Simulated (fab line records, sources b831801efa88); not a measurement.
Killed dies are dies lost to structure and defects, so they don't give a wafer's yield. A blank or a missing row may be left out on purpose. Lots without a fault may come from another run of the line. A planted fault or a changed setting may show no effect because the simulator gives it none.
Chamber matching | flow gf180mcu | GF_V4_CMP_04 on cmp-01: 4 sister chambers
The step polishes SiO2. 4 wafers are shown with their chamber, then 11 later ones without.

WAFERS WITH THEIR CHAMBER
wafer  | chamber | motor_current_A (A)
L452.6 | 1       | 12.2
L457.5 | 3       | 11.4
L457.6 | 0       | 12.1
L458.2 | 2       | 12.5

WAFERS WITHOUT THEIR CHAMBER
wafer  | motor_current_A (A)
L458.4 | 11.0
L458.6 | 12.4
L460.1 | 11.6
L460.2 | 11.6
L460.3 | 12.6
L461.2 | 11.4
L461.4 | 12.1
L461.5 | 12.6
L463.1 | 11.6
L463.5 | 12.7
L463.6 | 12.4

WHICH CHAMBER EACH WENT THROUGH
wafer  | from the rows above          | in truth
L458.4 | 3                            | 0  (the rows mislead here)
L458.6 | can't be placed: 2 or 1 or 0 | 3
L460.1 | can't be placed: 3 or 0      | 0
L460.2 | can't be placed: 3 or 0      | 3
L460.3 | can't be placed: 2 or 1      | 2
L461.2 | 3                            | 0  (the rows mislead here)
L461.4 | can't be placed: 0 or 1      | 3
L461.5 | can't be placed: 2 or 1      | 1
L463.1 | can't be placed: 3 or 0      | 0
L463.5 | can't be placed: 2 or 1      | 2
L463.6 | can't be placed: 2 or 1 or 0 | 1
Placed correctly: 0 of 11. Can't be placed from these rows: 9 (the true chamber is among the candidates in 7). Placed wrongly: 2.
How it was worked out, from the rows above alone: a wafer's distance from a chamber is the root of the sum, over the readings, of the square of ((its reading less the chamber's mean) divided by the reading's scatter). The wafer belongs to the nearest chamber; if the next one is less than 2 further off, it can't be placed. A chamber's mean is the mean of its shown wafers. The scatter: with one shown wafer a chamber, the root of the mean of the squares of how far each hidden wafer lies from its nearest shown one.
